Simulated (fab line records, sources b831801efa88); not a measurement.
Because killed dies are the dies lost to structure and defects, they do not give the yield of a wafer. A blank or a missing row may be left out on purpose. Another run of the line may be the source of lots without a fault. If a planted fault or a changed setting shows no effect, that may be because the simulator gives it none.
Which tool did it?    flow sky130    29 wafers from 10 lots sampled at 6 of the route's 708 steps

## WHAT EACH GAUGE READ, for each wafer
SKY_VT_ADJUST_HVTP_CD_MEAS_07: target cd 380 nm.
lot   measured      on         cd-nm (nm)
L244  day 6 04:01   cd-sem-02  380.7 378.8 380.8
L245  day 6 14:47   cd-sem-01  381.3 381.7 381.1
L253  day 8 14:28   cd-sem-02  382.0 378.3
L257  day 9 13:26   cd-sem-02  370.7 371.7 373.9
L260  day 10 09:56  cd-sem-02  385.7 385.2 383.5
L263  day 11 00:48  cd-sem-01  379.1 377.8 380.2
L264  day 11 10:16  cd-sem-02  381.3 379.0 378.7
L265  day 11 16:41  cd-sem-01  378.6 380.5 379.8
L266  day 11 21:19  cd-sem-01  378.1 379.1 379.0
L267  day 12 01:33  cd-sem-01  376.3 377.2 375.4

SKY_SONOS_ONO_CD_MEAS_13: target cd 410 nm.
lot   measured      on         cd-nm (nm)
L244  day 12 21:41  cd-sem-02  408.1 409.1 409.1
L245  day 13 13:09  cd-sem-02  412.4 413.9 411.2
L253  day 15 18:39  cd-sem-02  412.0 412.7
L257  day 16 23:29  cd-sem-02  411.9 411.6 412.5
L260  day 18 01:04  cd-sem-01  411.3 409.1 411.9
L263  day 18 23:53  cd-sem-02  411.6 409.1 408.6
L264  day 19 11:02  cd-sem-02  410.8 410.3 410.5
L265  day 20 00:10  cd-sem-02  410.3 411.0 408.6
L266  day 20 03:41  cd-sem-02  414.1 416.2 415.5
L267  day 20 07:05  cd-sem-02  410.9 411.9 410.3

SKY_CAPM_RS_MEAS_03: measurement is done with a four-point probe.
lot   measured      on             CAPM_TIN_RS (ohm/sq)
L244  day 36 22:08  film-metro-01  7.07 7.09 6.94
L245  day 37 07:08  film-metro-02  6.82 6.95 6.70
L253  day 39 11:59  film-metro-01  6.57 7.08
L257  day 40 08:28  film-metro-02  6.85 7.08 6.81
L260  day 41 07:36  film-metro-01  7.02 6.97 6.93
L263  day 42 04:35  film-metro-02  6.93 6.95 6.96
L264  day 42 10:12  film-metro-02  6.89 7.05 6.96
L265  day 42 21:50  film-metro-02  6.94 6.93 6.86
L266  day 43 00:53  film-metro-02  7.07 6.85 6.93
L267  day 43 05:20  film-metro-02  6.75 6.91 6.99

SKY_CAPM_THK_MEAS_04: measures by xrf.
lot   measured      on             CAPM_TIN_THK (nm)
L244  day 36 22:16  film-metro-01  195.2 194.9 199.6
L245  day 37 07:15  film-metro-02  203.4 198.9 205.9
L253  day 39 12:05  film-metro-01  209.5 196.5
L257  day 40 08:35  film-metro-02  201.7 195.8 203.4
L260  day 41 07:43  film-metro-01  197.4 199.8 199.3
L263  day 42 04:41  film-metro-02  199.8 199.0 199.7
L264  day 42 10:19  film-metro-02  202.4 196.2 200.0
L265  day 42 21:56  film-metro-02  199.9 200.3 201.2
L266  day 43 01:00  film-metro-02  195.4 202.3 200.0
L267  day 43 05:27  film-metro-02  204.6 200.6 198.1

## WHICH TOOL RAN EACH LOT (tool, then ch and the chambers of the sampled wafers, then the start)
lot   SKY_METAL1_ETCH_18                 SKY_CAPM_SPUTTER_02
L244  rie-metal-01 ch 0,1, day 33 09:06  pvd-sputter-04, day 36 22:02
L245  rie-metal-01 ch 0,1, day 33 18:29  pvd-sputter-02, day 37 07:01
L253  rie-metal-02 ch 0,1, day 36 00:58  pvd-sputter-04, day 39 11:49
L257  rie-metal-01 ch 0,1, day 36 22:30  pvd-sputter-03, day 40 08:20
L260  rie-metal-02 ch 0, day 37 21:50    pvd-sputter-02, day 41 07:29
L263  rie-metal-04 ch 0, day 38 19:03    pvd-sputter-04, day 42 04:26
L264  rie-metal-01 ch 0,1, day 39 02:38  pvd-sputter-03, day 42 10:05
L265  rie-metal-01 ch 0,1, day 39 14:37  pvd-sputter-02, day 42 21:42
L266  rie-metal-04 ch 0,1, day 39 17:54  pvd-sputter-03, day 43 00:46
L267  rie-metal-04 ch 0,1, day 39 21:50  pvd-sputter-02, day 43 05:13
- SKY_METAL1_ETCH_18: etches BARC in N2/H2, stops on SiO2, time 45.9 s, target depth 60 nm.
- SKY_CAPM_SPUTTER_02: material TiN, target thk 200 nm, time 166.7 s.

## AS READ BY THE TOOLS THEMSELVES (means over the sampled wafers that have a number; for cases with no such wafer, the mark the record gives instead)
SKY_METAL1_ETCH_18.
lot   tool          drypump-motor-current-A (A)  oes-product-au (a.u.)  throttle-valve-pct (%)
L244  rie-metal-01  5.3                          0.862                  13.228
L245  rie-metal-01  5.4                          0.853                  13.221
L253  rie-metal-02  5.8                          0.857                  13.225
L257  rie-metal-01  5.3                          0.853                  13.234
L260  rie-metal-02  5.8                          0.855                  13.225
L263  rie-metal-04  6.5                          0.854                  13.215
L264  rie-metal-01  5.5                          0.853                  13.231
L265  rie-metal-01  5.4                          0.857                  13.222
L266  rie-metal-04  6.0                          0.861                  13.223
L267  rie-metal-04  5.9                          0.857                  13.221

SKY_CAPM_SPUTTER_02.
lot   tool            cathode-dc-power-W (W)  throttle-valve-pct (%)
L244  pvd-sputter-04  6500.8                  29.5
L245  pvd-sputter-02  6499.0                  29.6
L253  pvd-sputter-04  6498.9                  30.4
L257  pvd-sputter-03  6499.6                  30.2
L260  pvd-sputter-02  6500.0                  30.9
L263  pvd-sputter-04  6500.3                  29.1
L264  pvd-sputter-03  6500.4                  30.1
L265  pvd-sputter-02  6499.6                  30.5
L266  pvd-sputter-03  6501.0                  29.4
L267  pvd-sputter-02  6499.7                  30.2

## THE ANSWER, worked out from the rows above alone
Rule: the usual values come from the lots themselves. Put in order of their means at a reading, lots are off if they are a third of the lots or fewer, leave a main group of 4 or more, and stand apart from it by a gap of 3 or more times the standard deviation of the main group's means; of several such gaps the widest counts. The tables above print the reading to a certain number of digits; a main group whose means all agree to those digits is not used. Also off: a lot with no number at a reading for which 4 or more lots have one. The other lots that the step has rows for count as sound. Order of review: gauges by route order, followed by the tools' own readings, for which a lot's mean as printed above is used. The first step at which some lot is off is used, and at that step the reading that is off furthest; a lot without a number counts as furthest.
No lot is off on any of the readings shown, so nothing can be concluded from this.

## WHAT THE SIMULATOR HAD PUT IN
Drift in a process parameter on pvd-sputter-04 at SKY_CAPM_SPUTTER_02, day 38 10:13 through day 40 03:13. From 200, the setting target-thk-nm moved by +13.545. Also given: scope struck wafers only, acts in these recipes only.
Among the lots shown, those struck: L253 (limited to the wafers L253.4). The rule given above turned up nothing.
